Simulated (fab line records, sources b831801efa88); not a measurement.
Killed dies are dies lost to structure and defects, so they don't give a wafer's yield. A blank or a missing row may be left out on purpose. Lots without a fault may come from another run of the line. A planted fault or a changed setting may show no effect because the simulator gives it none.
fab line records | flow sky130
record lots=12 wafers=36 last_day=50
route steps=708 shown METAL3@563 VIA3@581 PAD_OPEN@708
lots that met no fault: from a run of the same line without faults
start_h: hours from the record's first day to the start of the lot's first wafer shown | wait_h: hours since the lot's step before | " the same as in the row above | L1.1+2: a row that stands for several wafers | - no value, or no start given | * or withheld: withheld | < > ~ a bound
route shown NAME@n: a module of which the file shows steps, and the number in the route of the first | usual: mean/standard deviation of fault-free wafers | same: alike in all rows | chamber/n: place in a boat | sites: the reading at each site | _std_site: their standard deviation | _edge_site: outer sites' mean less inner sites' | radius_mm: how far each site lies from the wafer's centre | mask NAME#n: copy n | behind: the tool/chamber that last shaped the wafer | hold: why the lot was held/for how many hours/how that ended | device: the transistor (n, p or np) that didn't switch | end of line: the same wafers' tests at the end of the route | a step without rows: its recipe alone | killed: dies lost to structure and defects at the first sort, not the wafer's yield | map: a wafer's dies, x killed, . not, _ none there
set.NAME: the setting as run; set.NAME@STEP: as run at that earlier step | model.NAME: the simulator's own value behind a step, which no gauge read
steps of the route over a sample of lots; a table a step, a row a wafer
services: from which hour (start_h, from the record's first day; less than 0 if before it) a tool's chamber was out of use, for how many hours, and why
## steps
# step SKY_METAL3_CD_MEAS_13
# recipe target_cd_nm=300
# usual cd_nm=300.2/1.3
# columns lot.wafer tool chamber start_h wait_h cd_nm
L518.2 cd_sem-02 - 891.32 - 300.0
L518.4 " - " " 299.9
L518.5 " - " " 300.5
L521.1 cd_sem-01 - 915.44 - 298.8
L521.2 " - " " 299.1
L521.6 " - " " 298.9
L522.1 cd_sem-01 - 922.50 - 298.7
L522.2 " - " " 301.4
L522.3 " - " " 301.5
L523.3 cd_sem-01 - 935.99 - 300.8
L523.4 " - " " 300.7
L523.5 " - " " 301.2
L524.2 cd_sem-02 - 947.58 - 303.4
L524.4 " - " " 302.8
L524.6 " - " " 302.6
L527.1 cd_sem-01 - 973.29 - 301.7
L527.4 " - " " 299.6
L527.5 " - " " 299.3
L531.1 cd_sem-02 - 996.70 - 300.0
L531.3 " - " " 300.2
L531.6 " - " " 299.8
L533.1 cd_sem-02 - 1003.75 - 300.4
L533.5 " - " " 300.2
L533.6 " - " " 300.1
L536.1 cd_sem-02 - 1027.86 - 300.8
L536.4 " - " " 301.3
L536.5 " - " " 302.0
L537.1 cd_sem-02 - 1030.39 - 301.5
L537.2 " - " " 301.8
L537.3 " - " " 300.5
L538.1 cd_sem-01 - 1037.60 - 299.8
L538.2 " - " " 299.9
L538.4 " - " " 298.6
L541.2 cd_sem-02 - 1049.11 - 298.8
L541.5 " - " " 299.6
L541.6 " - " " 297.6
# step SKY_VIA3_SOFTBAKE_08
# recipe temp_c=100 time_s=90 resist=KrF-thick
# usual chill_plate_temp_C=23.01/0.11 heater_power_total_W=57.35/0.12 plate_temp_C=100.01/0.13 resist_line_temp_C=23.02/0.11
# columns lot.wafer tool chamber start_h wait_h chill_plate_temp_C heater_power_total_W plate_temp_C resist_line_temp_C
L518.2 litho_track-03 0 905 - 23.10 57.47 99.88 23.08
L518.4 " 0 " " 23.09 57.40 100.19 22.96
L518.5 " 0 " " 23.03 57.23 100.04 23.07
L521.1 litho_track-02 0 930 - 23.00 57.38 99.94 22.94
L521.2 " 0 " " 23.01 57.45 100.06 22.95
L521.6 " 0 " " 22.85 57.43 100.00 22.90
L522.1 litho_track-03 0 936 - 23.04 57.41 99.99 22.91
L522.2 " 0 " " 22.84 57.22 100.00 22.97
L522.3 " 0 " " 23.09 57.38 100.08 23.00
L523.3 litho_track-03 0 950 - 22.99 57.54 99.94 23.00
L523.4 " 0 " " 23.06 57.37 99.84 22.99
L523.5 " 0 " " 22.84 57.44 99.81 22.92
L524.2 litho_track-01 0 961 - 23.02 57.22 100.12 23.18
L524.4 " 0 " " 22.93 57.29 99.89 23.06
L524.6 " 0 " " 23.02 57.23 100.11 22.91
L527.1 litho_track-03 0 987 - 22.99 57.45 100.00 23.04
L527.4 " 0 " " 22.82 57.47 100.15 23.17
L527.5 " 0 " " 22.93 57.12 100.02 23.01
L531.1 litho_track-03 0 1009 - 23.13 56.12 98.51 23.09
L531.3 " 0 " " 22.98 56.11 98.24 22.83
L531.6 " 0 " " 23.11 55.98 98.42 22.91
L533.1 litho_track-03 0 1016 - 22.91 56.11 98.54 23.02
L533.5 " 0 " " 23.00 56.08 98.55 23.18
L533.6 " 0 " " 23.09 56.15 98.58 22.97
L536.1 litho_track-01 0 1041 - 22.87 57.27 100.12 22.87
L536.4 " 0 " " 22.97 57.27 99.90 22.98
L536.5 " 0 " " 23.03 57.14 100.14 22.86
L537.1 litho_track-02 0 1043 - 23.12 57.45 100.03 22.99
L537.2 " 0 " " 23.08 57.28 99.95 22.99
L537.3 " 0 " " 23.12 57.58 100.15 22.86
L538.1 litho_track-01 0 1050 - 22.85 57.42 100.12 23.01
L538.2 " 0 " " 23.03 57.22 100.15 22.86
L538.4 " 0 " " 22.92 57.47 99.98 22.81
L541.2 litho_track-02 0 1062 - 22.89 57.32 100.04 22.91
L541.5 " 0 " " 23.05 57.45 99.84 22.93
L541.6 " 0 " " 23.02 57.44 100.30 22.83
# step SKY_VIA3_ETCH_14
# recipe chemistry=N2/H2 target=BARC ion_energy_ev=200 source_w=500 bias_w=100 pressure_mtorr=30 n2_flow_sccm=100 h2_flow_sccm=200 stop_on=SiO2 time_s=45.9 target_depth_a=600
# usual bias_w=100.0/0.32 drypump_motor_current_A=5.6/0.5 h2_flow_sccm=200.0/0.59 oes_product_au=0.855/0.0052 throttle_valve_pct=13.224/0.0091
# columns lot.wafer tool chamber start_h wait_h bias_w drypump_motor_current_A h2_flow_sccm oes_product_au rf_hours_counter_h throttle_valve_pct
L518.2 rie_diel-02 3 918.55 0.0 99.7 6.1 200.3 0.843 15 13.213
L518.4 " 0 " " 100.7 5.6 200.0 0.853 7 13.238
L518.5 " 3 " " 99.6 6.0 199.5 0.846 - 13.225
L521.1 rie_diel-04 3 942.91 0.0 100.0 5.6 200.8 0.848 3 13.225
L521.2 " 0 " " 100.5 5.1 199.7 0.853 7 13.227
L521.6 " 2 " " 100.2 4.9 200.3 0.849 - 13.225
L522.1 rie_diel-04 0 949.10 0.0 99.9 5.1 199.8 0.863 7 13.219
L522.2 " 3 " " 100.4 5.6 199.4 0.857 3 13.225
L522.3 " 2 " " 100.4 4.8 201.0 0.861 21 13.217
L523.3 rie_diel-02 3 962.81 0.0 99.8 6.0 200.2 0.863 16 13.221
L523.4 " 1 " " 99.6 5.6 200.1 0.851 10 13.216
L523.5 " 0 " " 99.8 5.5 200.2 0.854 - 13.217
L524.2 rie_diel-04 0 973.48 0.0 100.1 5.1 199.7 0.851 8 13.213
L524.4 " 3 " " 100.3 5.6 201.1 0.859 4 13.225
L524.6 " 3 " " 100.0 5.6 200.5 0.854 - 13.227
L527.1 rie_diel-04 0 998.88 0.0 100.7 5.2 200.0 0.854 9 13.220
L527.4 " 2 " " 100.2 4.9 199.5 0.857 23 13.227
L527.5 " 3 " " 100.5 5.6 199.4 0.854 - 13.235
L531.1 rie_diel-04 1 1020.93 0.0 100.0 5.8 200.4 0.851 2 13.230
L531.3 " 2 " " 100.2 4.8 200.6 0.851 24 13.217
L531.6 " 0 " " 100.0 5.1 200.3 0.858 - 13.212
L533.1 rie_diel-04 0 1027.78 0.0 100.0 5.1 200.0 0.854 10 13.212
L533.5 " 1 " " 100.0 5.8 199.9 0.855 - 13.234
L533.6 " 0 " " 99.6 5.1 200.9 0.860 - 13.211
L536.1 rie_diel-02 3 1052.35 0.0 99.7 6.0 200.6 0.847 18 13.233
L536.4 " 0 " " 100.1 5.5 200.2 0.850 11 13.224
L536.5 " 3 " " 99.7 6.0 201.7 0.862 - 13.224
L537.1 rie_diel-03 3 1054.51 0.0 99.9 6.4 199.4 0.854 12 13.212
L537.2 " 0 " " 99.5 6.4 199.6 0.855 17 13.210
L537.3 " 1 " " 99.8 5.9 199.7 0.851 14 13.212
L538.1 rie_diel-04 3 1062.03 0.0 99.4 5.6 200.1 0.856 8 13.220
L538.2 " 1 " " 100.2 5.8 200.4 0.862 4 13.219
L538.4 " 2 " " 100.2 4.9 199.7 0.858 26 13.239
L541.2 rie_diel-04 3 1072.76 0.0 100.1 5.6 200.1 0.856 8 13.223
L541.5 " 0 " " 100.5 5.1 199.7 0.856 - 13.233
L541.6 " 1 " " 100.1 5.8 199.0 0.853 - 13.240
# step SKY_VIA3_RS_MEAS_22
# recipe thk_meas_gauge=four-point-probe reads=W_of_VIA3_CVD_21+TiN_of_VIA3_SPUTTER_20
# usual VIA3_W_RS=0.294/0.0033
# columns lot.wafer tool chamber start_h wait_h VIA3_W_RS[ohm/sq]
L518.2 film_metro-04 - 919.48 0.1 0.293
L518.4 " - " " 0.288
L518.5 " - " " 0.292
L521.1 film_metro-02 - 943.85 0.1 0.297
L521.2 " - " " 0.292
L521.6 " - " " 0.291
L522.1 film_metro-02 - 949.97 0.1 0.299
L522.2 " - " " 0.292
L522.3 " - " " 0.295
L523.3 film_metro-01 - 963.74 0.1 0.294
L523.4 " - " " 0.291
L523.5 " - " " 0.292
L524.2 film_metro-04 - 974.47 0.1 0.292
L524.4 " - " " 0.294
L524.6 " - " " 0.291
L527.1 film_metro-04 - 999.79 0.1 0.297
L527.4 " - " " 0.297
L527.5 " - " " 0.297
L531.1 film_metro-01 - 1021.89 0.1 0.291
L531.3 " - " " 0.296
L531.6 " - " " 0.294
L533.1 film_metro-01 - 1028.67 0.1 0.295
L533.5 " - " " 0.300
L533.6 " - " " 0.296
L536.1 film_metro-02 - 1053.63 0.1 0.296
L536.4 " - " " 0.303
L536.5 " - " " 0.296
L537.1 film_metro-04 - 1055.80 0.1 0.286
L537.2 " - " " 0.291
L537.3 " - " " 0.289
L538.1 film_metro-01 - 1062.91 0.1 0.300
L538.2 " - " " 0.297
L538.4 " - " " 0.297
L541.2 film_metro-02 - 1073.66 0.1 0.294
L541.5 " - " " 0.296
L541.6 " - " " 0.292
# step SKY_PAD_OPEN_PROBE_99
# usual defect_limited_yield=82.6/1.9 killed_at_M0_to_M3=43/6.5 killed_at_M4_up=3.2/1.8 killed_at_contacts=24/5 killed_at_front_end=15/4.1 killed_at_other=0.3/0.54 killed_dies=85/9.3 killed_open=47/7.2 killed_short=39/5.9 sort_bin_3_pad_short=0.9/0.4 sort_bin_5_function=10.3/1.5 sort_bin_6_memory=6.2/1.2 sort_n_pass=407/9.3 sort_yield_pct=82.6/1.9
# same gross_dies=492 killed_at_back_side=0 sort_bin_4_leakage[%]=0 sort_bin_8_speed[%]=0
# columns lot.wafer tool chamber start_h wait_h defect_limited_yield[%] killed_at_M0_to_M3 killed_at_M4_up killed_at_contacts killed_at_front_end killed_at_other killed_dies killed_open killed_short sort_bin_3_pad_short[%] sort_bin_5_function[%] sort_bin_6_memory[%] sort_n_pass sort_yield_pct[%]
L536.1 prober-02 - 1177.37 0.1 84.6 38 4 21 12 1 76 38 36 0.4 8.9 6.1 416 84.6
L536.4 prober-02 - 1177.52 0.2 81.3 49 2 19 22 0 92 51 40 0.6 10.4 7.7 400 81.3
L536.5 prober-02 - 1177.57 0.2 84.1 42 5 18 13 0 78 34 43 0.8 9.6 5.5 414 84.1
L537.1 prober-01 - 1178.99 0.1 82.1 42 2 30 14 0 88 45 43 0.2 10.6 7.1 404 82.1
L537.2 prober-01 - 1179.04 0.1 83.1 45 3 27 8 0 83 45 38 0.6 9.6 6.7 409 83.1
L537.3 prober-01 - 1179.09 0.2 83.5 35 5 29 11 1 81 38 43 1.4 8.5 6.5 411 83.5
L541.2 prober-02 - 1191.72 0.1 83.5 41 2 25 12 1 81 44 36 1.4 8.5 6.5 411 83.5
L541.5 prober-02 - 1191.87 0.2 81.7 46 2 25 17 0 90 46 44 0.4 11.8 6.1 402 81.7
L541.6 prober-02 - 1191.92 0.2 83.3 46 4 21 11 0 82 42 40 0.6 8.5 7.5 410 83.3
# killed by level:class
L536.1 VIA1:geometric_particle:open=9 LOCAL_INTERCONNECT:geometric_particle:short=6 CONTACT:geometric_particle:open=6 VIA2:geometric_particle:open=6 METAL1:geometric_particle:short=5 VIA3:geometric_particle:open=5 METAL4:geometric_particle:short=4 VIA2:geometric_particle:short=4
L536.4 VIA1:geometric_particle:open=11 METAL1:geometric_particle:short=10 CONTACT:geometric_particle:open=8 LI_CONTACT:geometric_particle:open=7 FIELD_ISO:geometric_particle:short=5 FIELD_ISO:geometric_particle:open=4 METAL3:geometric_particle:short=4 VIA2:geometric_particle:open=4
L536.5 VIA1:geometric_particle:open=7 METAL1:geometric_particle:short=6 VIA2:geometric_particle:open=6 CONTACT:geometric_particle:open=5 METAL3:geometric_particle:short=5 METAL2:geometric_particle:short=4 LOCAL_INTERCONNECT:geometric_particle:short=4 CONTACT:geometric_particle:short=4
L537.1 VIA1:geometric_particle:open=14 CONTACT:geometric_particle:open=9 LI_CONTACT:geometric_particle:open=9 METAL2:geometric_particle:short=7 LI_CONTACT:geometric_particle:short=5 CONTACT:geometric_particle:short=5 METAL1:geometric_particle:short=5 VIA2:geometric_particle:open=5
L537.2 VIA1:geometric_particle:open=11 CONTACT:geometric_particle:open=9 VIA2:geometric_particle:open=9 CONTACT:geometric_particle:short=7 METAL2:geometric_particle:short=4 LOCAL_INTERCONNECT:geometric_particle:short=4 METAL2:geometric_particle:open=4 VIA2:geometric_particle:short=4
L537.3 CONTACT:geometric_particle:open=12 LI_CONTACT:geometric_particle:open=8 VIA1:geometric_particle:short=7 VIA1:geometric_particle:open=6 METAL3:geometric_particle:short=5 POLY_GATE:geometric_particle:short=4 LI_CONTACT:geometric_particle:short=4 VIA2:geometric_particle:short=4
L541.2 VIA1:geometric_particle:open=11 LOCAL_INTERCONNECT:geometric_particle:short=10 CONTACT:geometric_particle:open=7 VIA2:geometric_particle:open=7 VIA1:geometric_particle:short=6 FIELD_ISO:geometric_particle:open=5 VIA3:geometric_particle:open=4 FIELD_ISO:geometric_particle:short=3
L541.5 VIA1:geometric_particle:open=11 VIA2:geometric_particle:open=7 LI_CONTACT:geometric_particle:open=6 METAL2:geometric_particle:short=5 LI_CONTACT:geometric_particle:short=5 CONTACT:geometric_particle:open=5 CONTACT:geometric_particle:short=5 VIA2:geometric_particle:short=5
L541.6 VIA1:geometric_particle:open=11 METAL1:geometric_particle:short=9 LI_CONTACT:geometric_particle:open=6 CONTACT:geometric_particle:open=6 VIA3:geometric_particle:open=6 VIA1:geometric_particle:short=5 CONTACT:geometric_particle:short=5 METAL3:geometric_particle:short=4
## services
# columns tool chamber start_h hours kind
rie_diel-04 1 936.15 7.9 repair
rie_diel-04 1 944.02 - clean
rie_diel-04 1 944.02 13.4 scheduled_down
rie_diel-04 1 944.02 13.4 vent_cycle
rie_diel-02 3 986.46 13.8 repair
rie_diel-03 2 1005.12 - clean
rie_diel-03 2 1005.12 17.4 scheduled_down
rie_diel-03 2 1005.12 17.4 vent_cycle
rie_diel-02 0 1011.24 6.9 repair
rie_diel-04 0 1037.37 8.9 repair
rie_diel-02 - 1047.55 0.1 repair
rie_diel-03 3 1049.68 1.5 repair
## key
first_sign step=SKY_VIA3_SOFTBAKE_08 reading=plate_temp_C direction=down sigmas=12 usual=* struck=*
effect step=SKY_VIA3_SOFTBAKE_08 reading=heater_power_total_W direction=down sigmas=11 usual=* struck=*
met_at SKY_VIA3_SOFTBAKE_08
struck_lots L531,L533
not_acting_at SKY_METAL3_CD_MEAS_13,SKY_VIA3_ETCH_14,SKY_VIA3_RS_MEAS_22
onset_between 987 1009
fault kind=process_parameter_drift tool=litho_track-03 chamber=- onset_h=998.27 steps=SKY_VIA3_SOFTBAKE_08 channel=temp_c offset=* shape=step end_h=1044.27 acts_in=* stated=*
